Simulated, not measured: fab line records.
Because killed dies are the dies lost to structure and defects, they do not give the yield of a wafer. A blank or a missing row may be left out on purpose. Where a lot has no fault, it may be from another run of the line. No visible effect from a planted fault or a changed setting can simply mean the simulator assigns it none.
Matching of chambers	flow sfq_line	SFQ_TRILAYER_I6_VIA_BARC_OPEN_VIA_ETCH_235 on rie_diel-04 has 4 sister chambers
The step etches BARC in O2, target depth 125 nm, time 41.7 s. 8 wafers are shown with their chamber, then 8 later ones without.

## EACH WAFER AND ITS CHAMBER
wafer	chamber	drypump_motor_current_A (A)	oes_product_au (a.u.)
L900.5	3	6.2	0.693
L905.1	1	5.7	0.682
L905.3	0	6.6	0.688
L905.6	2	6.2	0.681
L906.3	1	5.7	0.688
L906.4	2	6.2	0.689
L906.6	0	6.5	0.680
L909.1	3	6.2	0.688

## WAFERS WHOSE CHAMBER IS MISSING
wafer	drypump_motor_current_A (A)	oes_product_au (a.u.)
L909.3	6.5	0.688
L909.4	6.2	0.685
L913.1	6.2	0.684
L913.3	5.7	0.690
L913.6	6.2	0.679
L915.3	6.5	0.683
L915.4	6.2	0.689
L915.6	5.7	0.681

## CHAMBER TAKEN BY EACH
wafer	from the rows above	in truth
L909.3	0	0
L909.4	can't be placed: 2 or 3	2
L913.1	can't be placed: 2 or 3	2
L913.3	1	1
L913.6	can't be placed: 2 or 3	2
L915.3	0	0
L915.4	can't be placed: 3 or 2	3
L915.6	1	1
Correctly placed: 4 of 8. These rows do not allow placing 4 (true chamber among the candidates in 4). Number placed wrongly: 0.
How it was worked out, from the rows above alone: a wafer's distance from a chamber is the root of the sum, over the readings, of the square of ((its reading less the chamber's mean) divided by the reading's scatter). The wafer belongs to the nearest chamber; if the next one is less than 2 further off, it can't be placed. A chamber's mean is the mean of its shown wafers. The scatter: the root of (the sum of the squares of (reading less its chamber's mean) over the shown wafers, divided by (wafers less chambers)).
